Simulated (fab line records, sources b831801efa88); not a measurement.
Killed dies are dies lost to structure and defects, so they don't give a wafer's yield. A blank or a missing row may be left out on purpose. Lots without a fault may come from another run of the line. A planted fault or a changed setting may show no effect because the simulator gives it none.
Chamber matching | flow sky130 | SKY_VIA1_CMP_02 on cmp-02: 4 sister chambers
The step polishes SiO2. 8 wafers are shown with their chamber, then 8 later ones without.

WAFERS WITH THEIR CHAMBER
wafer  | chamber | motor_current_A (A)
L845.4 | 1       | 12.4
L845.6 | 0       | 13.7
L846.3 | 0       | 12.8
L846.5 | 2       | 11.0
L848.1 | 3       | 12.7
L848.5 | 2       | 11.2
L848.6 | 3       | 13.0
L849.1 | 1       | 11.7

WAFERS WITHOUT THEIR CHAMBER
wafer  | motor_current_A (A)
L849.2 | 11.3
L849.4 | 12.4
L851.1 | 12.0
L851.3 | 13.3
L851.5 | 11.9
L861.1 | 13.2
L861.3 | 12.3
L861.5 | 12.9

WHICH CHAMBER EACH WENT THROUGH
wafer  | from the rows above          | in truth
L849.2 | can't be placed: 2 or 1      | 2
L849.4 | can't be placed: 1 or 3 or 0 | 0
L851.1 | can't be placed: 1 or 3      | 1
L851.3 | can't be placed: 0 or 3      | 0
L851.5 | can't be placed: 1 or 2 or 3 | 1
L861.1 | can't be placed: 0 or 3      | 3
L861.3 | can't be placed: 1 or 3 or 0 | 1
L861.5 | can't be placed: 3 or 0 or 1 | 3
Placed correctly: 0 of 8. Can't be placed from these rows: 8 (the true chamber is among the candidates in 8). Placed wrongly: 0.
How it was worked out, from the rows above alone: a wafer's distance from a chamber is the root of the sum, over the readings, of the square of ((its reading less the chamber's mean) divided by the reading's scatter). The wafer belongs to the nearest chamber; if the next one is less than 2 further off, it can't be placed. A chamber's mean is the mean of its shown wafers. The scatter: the root of (the sum of the squares of (reading less its chamber's mean) over the shown wafers, divided by (wafers less chambers)).
